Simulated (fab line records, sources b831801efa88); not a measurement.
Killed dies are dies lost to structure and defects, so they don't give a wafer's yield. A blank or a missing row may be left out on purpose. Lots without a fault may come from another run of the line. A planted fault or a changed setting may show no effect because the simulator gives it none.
fab line records | flow sfq_line
record lots=13 wafers=39 last_day=97
route steps=325 shown M5@206 C5@246 M7@291 I7@297
lots that met no fault: from a run of the same line without faults
start_h: hours from the record's first day to the start of the lot's first wafer shown | wait_h: hours since the lot's step before | " the same as in the row above | L1.1+2: a row that stands for several wafers | - no value, or no start given | * or withheld: withheld | < > ~ a bound
route shown NAME@n: a module of which the file shows steps, and the number in the route of the first | usual: mean/standard deviation of fault-free wafers | same: alike in all rows | chamber/n: place in a boat | sites: the reading at each site | _std_site: their standard deviation | _edge_site: outer sites' mean less inner sites' | radius_mm: how far each site lies from the wafer's centre | mask NAME#n: copy n | behind: the tool/chamber that last shaped the wafer | hold: why the lot was held/for how many hours/how that ended | device: the transistor (n, p or np) that didn't switch | end of line: the same wafers' tests at the end of the route | a step without rows: its recipe alone | killed: dies lost to structure and defects at the first sort, not the wafer's yield | map: a wafer's dies, x killed, . not, _ none there
set.NAME: the setting as run; set.NAME@STEP: as run at that earlier step | model.NAME: the simulator's own value behind a step, which no gauge read
steps of the route over a sample of lots; a table a step, a row a wafer
services: from which hour (start_h, from the record's first day; less than 0 if before it) a tool's chamber was out of use, for how many hours, and why
## steps
# step SFQ_TRILAYER_M5_ETCH_METAL_ETCH_126
# recipe target=Nb stop_on=SiO2 mask_material=PR over_etch_frac=0.15 time_s=203.2 chemistry=Cl2/BCl3 target_depth_nm=265 icp_w=600 bias_w=80 pressure_mtorr=10
# usual bias_w=79.97/0.23 drypump_motor_current_A=5.7/0.46 oes_product_au=0.729/0.0055
# same over_etch_frac=0.15
# columns lot.wafer tool chamber start_h wait_h bias_w drypump_motor_current_A oes_product_au rf_hours_counter_h
L236.1 rie_metal-01 0 1662.09 0.0 80.08 5.9 0.737 78
L236.2 " 1 " " 79.92 5.4 0.719 53
L236.5 " 1 " " 79.69 5.4 0.733 -
L237.1 rie_metal-01 1 1673.01 0.0 80.10 5.4 0.730 55
L237.2 " 0 " " 79.83 5.9 0.730 79
L237.5 " 0 " " 80.19 5.9 0.733 -
L238.1 rie_metal-02 1 1675.43 0.1 79.59 6.3 0.725 59
L238.5 " 0 " " 79.79 6.1 0.714 -
L238.6 " 1 " " 79.81 6.3 0.733 -
L239.2 rie_metal-03 1 1679.01 0.0 79.72 4.8 0.730 71
L239.3 " 1 " " 79.64 4.8 0.735 -
L239.6 " 1 " " 79.99 4.8 0.729 -
L240.3 rie_metal-01 1 1685.08 0.1 80.39 5.4 0.737 -
L240.4 " 0 " " 80.19 5.9 0.730 -
L240.6 " 0 " " 79.65 5.9 0.729 -
L242.1 rie_metal-03 1 1694.61 0.0 79.87 4.8 0.716 72
L242.3 " 1 " " 80.13 4.8 0.735 -
L242.6 " 1 " " 80.13 4.8 0.731 -
L248.1 rie_metal-02 0 1766.74 0.0 79.43 6.0 0.727 102
L248.2 " 1 " " 80.31 6.3 0.729 70
L248.4 " 0 " " 79.69 6.0 0.720 -
L250.1 rie_metal-02 1 1814.46 0.0 80.07 6.3 0.732 79
L250.3 " 1 " " 79.98 6.3 0.728 -
L250.6 " 0 " " 79.79 6.0 0.722 -
L254.1 rie_metal-01 0 1825.26 0.0 79.62 5.9 0.734 102
L254.3 " 0 " " 79.80 5.9 0.730 -
L254.4 " 1 " " 80.01 5.4 0.729 -
L256.3 rie_metal-01 0 1828.93 0.1 79.77 5.9 0.728 -
L256.4 " 1 " " 80.28 5.4 0.726 -
L256.5 " 1 " " 79.96 5.4 0.729 -
L257.2 rie_metal-02 0 1832.46 0.0 79.93 6.0 0.725 114
L257.3 " 0 " " 80.16 6.0 0.721 -
L257.4 " 1 " " 79.95 6.3 0.729 -
L258.1 rie_metal-03 0 1833.66 0.0 79.71 5.5 0.731 32
L258.5 " 1 " " 79.91 4.8 0.731 -
L258.6 " 0 " " 79.80 5.5 0.726 -
L259.1 rie_metal-02 1 1834.86 0.0 79.66 6.3 0.720 83
L259.4 " 1 " " 79.95 6.3 0.731 -
L259.6 " 1 " " 79.97 6.3 0.721 -
# step SFQ_C5_OVL_MEAS_937
# usual C5_OVL=0/5.1
# columns lot.wafer tool chamber start_h wait_h C5_OVL[nm]
L236.1 overlay-02 - 1822.64 0.1 17
L236.2 " - " " 10
L236.5 " - " " 13
L237.1 overlay-02 - 1823.84 0.1 3
L237.2 " - " " 5
L237.5 " - " " 5
L238.1 overlay-01 - 1831.56 0.1 4
L238.5 " - " " 5
L238.6 " - " " 0
L239.2 overlay-01 - 1832.76 0.1 -4
L239.3 " - " " 1
L239.6 " - " " 0
L240.3 overlay-01 - 1836.37 0.1 6
L240.4 " - " " 4
L240.6 " - " " 2
L242.1 overlay-02 - 1848.36 0.1 -3
L242.3 " - " " 1
L242.6 " - " " -2
L248.1 overlay-02 - 1898.37 0.1 2
L248.2 " - " " -1
L248.4 " - " " -6
L250.1 overlay-01 - 1927.52 0.1 1
L250.3 " - " " 3
L250.6 " - " " -5
L254.1 overlay-01 - 1945.52 0.1 0
L254.3 " - " " -6
L254.4 " - " " -8
L256.3 overlay-01 - 2008.80 0.1 -6
L256.4 " - " " -6
L256.5 " - " " -8
L257.2 overlay-01 - 2041.19 0.1 5
L257.3 " - " " 1
L257.4 " - " " 4
L258.1 overlay-02 - 2042.64 0.1 -7
L258.5 " - " " -1
L258.6 " - " " -6
L259.1 overlay-02 - 2043.84 0.1 -4
L259.4 " - " " 1
L259.6 " - " " 3
# step SFQ_M7_OVL_MEAS_945
# usual M7_OVL=-3/5.3
# columns lot.wafer tool chamber start_h wait_h M7_OVL[nm]
L236.1 overlay-02 - 1953.92 0.1 7
L236.2 " - " " 3
L236.5 " - " " 5
L237.1 overlay-01 - 1957.52 0.1 -12
L237.2 " - " " -10
L237.5 " - " " -6
L238.1 overlay-02 - 1958.72 0.1 -3
L238.5 " - " " -5
L238.6 " - " " -6
L239.2 overlay-02 - 1963.07 0.1 4
L239.3 " - " " 5
L239.6 " - " " 1
L240.3 overlay-02 - 1969.08 0.1 -1
L240.4 " - " " -4
L240.6 " - " " -6
L242.1 overlay-02 - 1983.46 0.1 -4
L242.3 " - " " -4
L242.6 " - " " -6
L248.1 overlay-02 - 2018.39 0.1 -4
L248.2 " - " " -9
L248.4 " - " " -9
L250.1 overlay-01 - 2056.79 0.1 -5
L250.3 " - " " -3
L250.6 " - " " -2
L254.1 overlay-02 - 2075.54 0.1 -3
L254.3 " - " " -4
L254.4 " - " " 0
L256.3 overlay-01 - 2120.19 0.1 -8
L256.4 " - " " 3
L256.5 " - " " -4
L257.2 overlay-01 - 2146.63 0.1 -11
L257.3 " - " " -10
L257.4 " - " " -5
L258.1 overlay-01 - 2147.82 0.1 -3
L258.5 " - " " -9
L258.6 " - " " -6
L259.1 overlay-02 - 2150.34 0.1 -4
L259.4 " - " " -9
L259.6 " - " " -3
# step SFQ_TRILAYER_I7_CMP_CMP_184
# recipe material=SiO2 down_force_psi=3.129 platen_rpm=60 pad_velocity_m_s=0.94248
# usual motor_current_A=10.6/1.1 time_to_endpoint_s=207/6.9
# columns lot.wafer tool chamber start_h wait_h motor_current_A time_to_endpoint_s
L236.1 cmp-02 3 1954.99 0.0 12.4 199
L236.2 " 0 " " 8.9 200
L236.5 " 0 1957.49 2.5 9.5 209
L237.1 cmp-01 0 1959.19 0.6 10.0 200
L237.2 " 2 1960.19 1.6 12.9 201
L237.5 " 1 1961.69 3.1 10.6 206
L238.1 cmp-02 2 1962.35 2.6 10.4 210
L238.5 " 0 1963.35 3.6 9.0 214
L238.6 " 1 " " 10.9 213
L239.3 cmp-02 0 1964.35 0.2 8.9 201
L239.2 " 3 1965.85 1.7 12.8 192
L239.6 " 0 " " 9.4 201
L240.4 cmp-01 3 1971.52 0.6 9.8 205
L240.3 " 1 1972.52 1.6 10.8 213
L240.6 " 3 1973.52 2.6 9.8 206
L242.1 cmp-01 3 1984.55 0.0 9.8 209
L242.3 " 0 " " 9.8 206
L242.6 " 0 1987.05 2.5 10.2 222
L248.1 cmp-02 0 2019.46 0.0 9.1 206
L248.2 " 2 2020.46 1.0 10.7 196
L248.4 " 3 " " 12.9 208
L250.3 cmp-02 1 2058.36 0.5 10.2 173
L250.1 " 2 " " 10.2 208
L250.6 " 0 2059.86 2.0 9.2 212
L254.3 cmp-01 3 2078.39 1.8 9.9 202
L254.1 " 1 2079.39 2.8 10.9 209
L254.4 " 2 " " 12.7 212
L256.3 cmp-02 2 2123.04 1.0 10.3 203
L256.4 " 3 " " 12.3 218
L256.5 " 1 2124.54 2.5 10.8 217
L257.2 cmp-02 2 2147.69 0.0 10.2 206
L257.3 " 0 2148.69 1.0 8.8 218
L257.4 " 1 " " 11.0 203
L258.1 cmp-01 0 2150.71 1.9 10.2 202
L258.5 " 2 2151.71 2.8 12.8 204
L258.6 " 3 " " 10.5 206
L259.4 cmp-01 0 2153.21 1.8 10.2 204
L259.1 " 1 " " 10.9 204
L259.6 " 0 2155.21 3.8 10.1 209
# step SFQ_TRILAYER_I7_METRO_MEASURE_185
# usual thk_nm=199.8/0.89
# columns lot.wafer tool chamber start_h wait_h thk_nm
L236.1 film_metro-02 - 1958.11 0.1 200.4
L236.2 " - " " 200.2
L236.5 " - " " 200.8
L237.1 film_metro-04 - 1962.31 0.1 198.3
L237.2 " - " " 198.6
L237.5 " - " " 199.5
L238.1 film_metro-01 - 1964.47 0.1 198.6
L238.5 " - " " 198.9
L238.6 " - " " 199.6
L239.2 film_metro-02 - 1967.67 0.3 197.5
L239.3 " - " " 199.7
L239.6 " - " " 199.0
L240.3 film_metro-04 - 1975.04 0.5 200.7
L240.4 " - " " 198.8
L240.6 " - " " 200.7
L242.1 film_metro-01 - 1987.67 0.1 201.0
L242.3 " - " " 199.4
L242.6 " - " " 200.1
L248.1 film_metro-02 - 2022.58 0.1 198.8
L248.2 " - " " 200.1
L248.4 " - " " 200.1
L250.1 film_metro-04 - 2060.98 0.1 200.0
L250.3 " - " " 248.9
L250.6 " - " " 199.2
L254.1 film_metro-01 - 2081.51 0.1 200.7
L254.3 " - " " 199.4
L254.4 " - " " 200.1
L256.3 film_metro-02 - 2125.56 0.5 200.1
L256.4 " - " " 199.3
L256.5 " - " " 200.6
L257.2 film_metro-02 - 2151.01 0.3 200.7
L257.3 " - " " 200.9
L257.4 " - " " 200.5
L258.1 film_metro-04 - 2152.83 0.1 198.7
L258.5 " - " " 200.2
L258.6 " - " " 200.2
L259.1 film_metro-04 - 2155.83 0.1 199.4
L259.4 " - " " 199.7
L259.6 " - " " 199.5
# step SFQ_TRILAYER_I7_VIA_ETCH_VIA_ETCH_190
# recipe target=SiO2 stop_on=Nb mask_material=PR taper_deg=20 chemistry=CHF3 target_depth_nm=260 source_w=500 bias_w=80 pressure_mtorr=30 time_s=withheld
# usual bias_w=80.02/0.25 drypump_motor_current_A=5.8/0.58 oes_product_au=0.853/0.0049
# columns lot.wafer tool chamber start_h wait_h bias_w drypump_motor_current_A oes_product_au
L236.1 rie_diel-03 1 2054.46 0.0 79.95 6.3 0.851
L236.2 " 2 " " 79.89 6.4 0.856
L236.5 " 2 " " 79.80 6.4 0.857
L237.1 rie_diel-01 3 2060.46 0.0 80.33 5.8 0.851
L237.2 " 1 " " 79.99 6.2 0.855
L237.5 " 1 " " 80.09 6.3 0.861
L238.1 rie_diel-03 1 2062.88 0.0 79.88 6.3 0.855
L238.5 " 1 " " 79.82 6.3 0.847
L238.6 " 0 " " 80.08 5.6 0.860
L239.2 rie_diel-03 2 2070.06 0.0 79.98 6.4 0.841
L239.3 " 0 " " 79.59 5.6 0.852
L239.6 " 1 " " 80.11 6.3 0.850
L240.3 rie_diel-04 2 2076.31 0.0 80.23 6.4 0.859
L240.4 " 1 " " 80.01 5.4 0.860
L240.6 " 0 " " 80.19 5.7 0.853
L242.1 rie_diel-04 0 2087.13 0.0 79.93 5.7 0.854
L242.3 " 3 " " 80.11 4.7 0.853
L242.6 " 0 " " 80.12 5.7 0.854
L248.1 rie_diel-03 3 2119.31 0.0 80.26 4.8 0.842
L248.2 " 1 " " 79.96 6.3 0.852
L248.4 " 2 " " 79.84 6.4 0.853
L250.1 rie_diel-03 1 2153.90 0.0 80.10 6.3 0.862
L250.3 " 0 " " 79.75 5.6 0.970
L250.6 " 1 " " 80.10 6.3 0.853
L254.1 rie_diel-04 0 2177.86 0.0 80.42 5.7 0.852
L254.3 " 1 " " 79.90 5.4 0.855
L254.4 " 2 " " 80.16 6.4 0.859
L256.3 rie_diel-04 3 2221.51 0.0 79.98 4.7 0.848
L256.4 " 2 " " 79.85 6.4 0.848
L256.5 " 0 " " 80.62 5.6 0.848
L257.2 rie_diel-03 0 2245.63 0.0 79.96 5.7 0.851
L257.3 " 3 " " 79.98 4.8 0.854
L257.4 " 2 " " 80.28 6.4 0.853
L258.1 rie_diel-04 0 2247.13 0.0 79.77 5.6 0.849
L258.5 " 1 " " 79.68 5.4 0.843
L258.6 " 2 " " 79.46 6.4 0.856
L259.1 rie_diel-03 0 2251.93 0.0 79.83 5.7 0.855
L259.4 " 2 " " 80.33 6.4 0.863
L259.6 " 1 " " 79.86 6.3 0.855
## services
# columns tool chamber start_h hours kind
cmp-02 - 1696.84 2.1 repair
cmp-02 - 1738.86 0.2 repair
cmp-01 - 1752.64 0.6 repair
cmp-01 - 1762.91 5.1 pm
cmp-01 - 1770.02 7.9 repair
cmp-02 - 1773.47 4.0 pm
cmp-01 - 1795.46 0.6 repair
cmp-02 - 1852.72 11.1 pm
cmp-02 - 1863.83 7.3 pm
cmp-02 - 1870.08 1.7 repair
cmp-02 - 1909.46 0.3 repair
rie_diel-03 - 1919.97 1.2 repair
rie_diel-03 - 1922.02 2.8 pm
cmp-02 - 1970.58 1.1 repair
rie_diel-03 3 2022.47 2.0 repair
rie_diel-03 3 2035.00 7.6 repair
rie_diel-03 3 2052.41 22.2 repair
rie_diel-03 2 2056.15 9.5 repair
rie_diel-03 - 2060.56 0.5 repair
rie_diel-03 3 2102.62 8.0 repair
cmp-02 - 2114.65 4.0 pm
rie_diel-03 - 2173.13 0.2 repair
cmp-02 - 2181.93 8.3 pm
rie_diel-03 1 2227.67 5.6 repair
## key
first_sign step=SFQ_TRILAYER_I7_CMP_CMP_184 reading=time_to_endpoint_s direction=down sigmas=4.9 usual=* struck=*
effect step=SFQ_TRILAYER_I7_METRO_MEASURE_185 reading=thk_nm direction=up sigmas=55 usual=199.8 struck=248.9
effect step=SFQ_TRILAYER_I7_VIA_ETCH_VIA_ETCH_190 reading=oes_product_au direction=up sigmas=24 usual=0.853 struck=0.970
met_at SFQ_TRILAYER_I7_CMP_CMP_184
struck_lots L250
struck_wafers L250.3
not_acting_at SFQ_TRILAYER_M5_ETCH_METAL_ETCH_126,SFQ_C5_OVL_MEAS_937,SFQ_M7_OVL_MEAS_945
onset_between 1962.35 2058.36
fault kind=process_parameter_drift tool=cmp-02 chamber=1 onset_h=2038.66 steps=SFQ_TRILAYER_I7_CMP_CMP_184 channel=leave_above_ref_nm offset=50 shape=step end_h=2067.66 acts_in=these_recipes_only stated=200
